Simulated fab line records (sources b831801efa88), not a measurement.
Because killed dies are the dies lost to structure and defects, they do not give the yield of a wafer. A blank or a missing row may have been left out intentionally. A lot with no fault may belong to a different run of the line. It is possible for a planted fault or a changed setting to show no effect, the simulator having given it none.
Lot-split experiment ; flow gf180mcu ; on a route of 602 steps: 5 lots, 23 wafers read

== SPLIT DETAILS ==
At GF_M3_PEB_12 (peb time 90 s), the setting peb temp c was moved away from the recipe's 135 C on 8 of the 23 wafers read, by -2.7% to +1.2%. This setting was run at the recipe's value on the other wafers.

== FROM THE SPLIT ON TO THE READING: in between, the file shows 1 step ==
- GF_M3_DEVELOP_13: develop time 57.74 s

== THE READING ==
cd nm at GF_M3_CD_MEAS_14, given in nm (cd target 280 nm). A value of 280.1 nm with a standard deviation of 1 nm is what fault-free wafers of this fab line usually give.

wafer;tool, chamber at the split;peb temp c as run, C;against the recipe;cd nm, nm;against lot-mates on the recipe
L079.1;litho track-01, 0;135;recipe;279.6;-
L079.3;litho track-01, 0;135;recipe;279.8;-
L079.4;litho track-01, 0;136.6;+1.2%;275.0;-4.5
L079.5;litho track-01, 0;136.6;+1.2%;275.8;-3.7
L079.6;litho track-01, 0;135;recipe;279.1;-
L081.1;litho track-04, 0;135;recipe;280.1;-
L081.2;litho track-04, 0;135;recipe;280.8;-
L081.3;litho track-04, 0;131.3;-2.7%;292.8;+12.2
L081.5;litho track-04, 0;131.3;-2.7%;292.0;+11.4
L081.6;litho track-04, 0;135;recipe;280.8;-
L080.1;litho track-02, 0;135;recipe;279.7;-
L080.2;litho track-02, 0;132.4;-1.9%;287.8;+8.4
L080.3;litho track-02, 0;135;recipe;279.0;-
L080.4;litho track-02, 0;132.4;-1.9%;288.0;+8.6
L080.5;litho track-02, 0;135;recipe;279.4;-
L082.1;litho track-04, 0;135;recipe;281.2;-
L082.2;litho track-04, 0;135;recipe;280.7;-
L082.3;litho track-04, 0;135;recipe;280.8;-
L082.4;litho track-04, 0;131.5;-2.6%;291.6;+10.7
L082.5;litho track-04, 0;131.5;-2.6%;292.9;+12.0
L085.3;litho track-02, 0;135;recipe;279.0;-
L085.4;litho track-02, 0;135;recipe;278.9;-
L085.6;litho track-02, 0;135;recipe;279.7;-

THE FIT
A straight line over all 23 wafers: cd nm changes by -4.46 nm for each +1% of peb temp c; r = -0.99; the points scatter about the line by 0.79 nm.
The same after taking each lot's own level away (the mean of its wafers on the recipe; 23 wafers): -4.25 nm for each +1%; r = -1.00; scatter 0.47 nm.
On that fit, the largest move of peb temp c shifts the reading by 12 nm.
From 279.20 to 280.90 nm: that is the span of the lots' own levels, equal to 1.7 times the standard deviation above.
The two slopes agree, so the slope changes little with the lot-to-lot level.
Check: +11.7 nm against its lot-mates is what the line predicts for one of the wafers moved furthest among these (-2.7%) when that wafer is left out of the fit. It came out at +12.2 nm against them.

== THESE WAFERS: OTHER SPLITS ==
These wafers also went through other splits before the reading. Each is held against what the fit with the lots' levels taken away leaves over:
other split on the same wafers;wafers away from the commonest value;r with cd nm (lot level and that fit taken away)
GF_SALICIDE_SPUTTER_02 time s;7;-0.14
GF_CONTACT_CVD_00 sih4 flow sccm;6;+0.36
GF_CONTACT_PEB_12 peb time s;7;+0.02
GF_M1_SPUTTER_04 power w;5;+0.17
GF_M2_SPUTTER_00 time s;8;-0.03
GF_V2_SPUTTER_22 power w;10;+0.14
GF_M3_SPUTTER_02 power w;11;-0.15

== THE WHOLE CHAIN: every reading that the file lists as answering this split, in the file's order ==
step;what it does;reading;change (the file's fit);r (the file's)
GF_M3_DEVELOP_13;develop time 57.74 s;M3.cd nm (the simulator's own value, which no gauge read);-4.33 nm for each +1% of the setting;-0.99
GF_M3_CD_MEAS_14;target cd 280 nm;cd nm;-4.31 nm for each +1% of the setting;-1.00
GF_M3_METAL_ETCH_16;etches the open film in Cl2/BCl3, stops on SiO2, target depth 627.5 nm, time 104.6 s;M3.cd nm (the simulator's own value, which no gauge read);-5.03 nm for each +1% of the setting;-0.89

== THE FILE'S OWN FIT ==
cd nm changes by -4.31 nm for each +1% of peb temp c, r = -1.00.
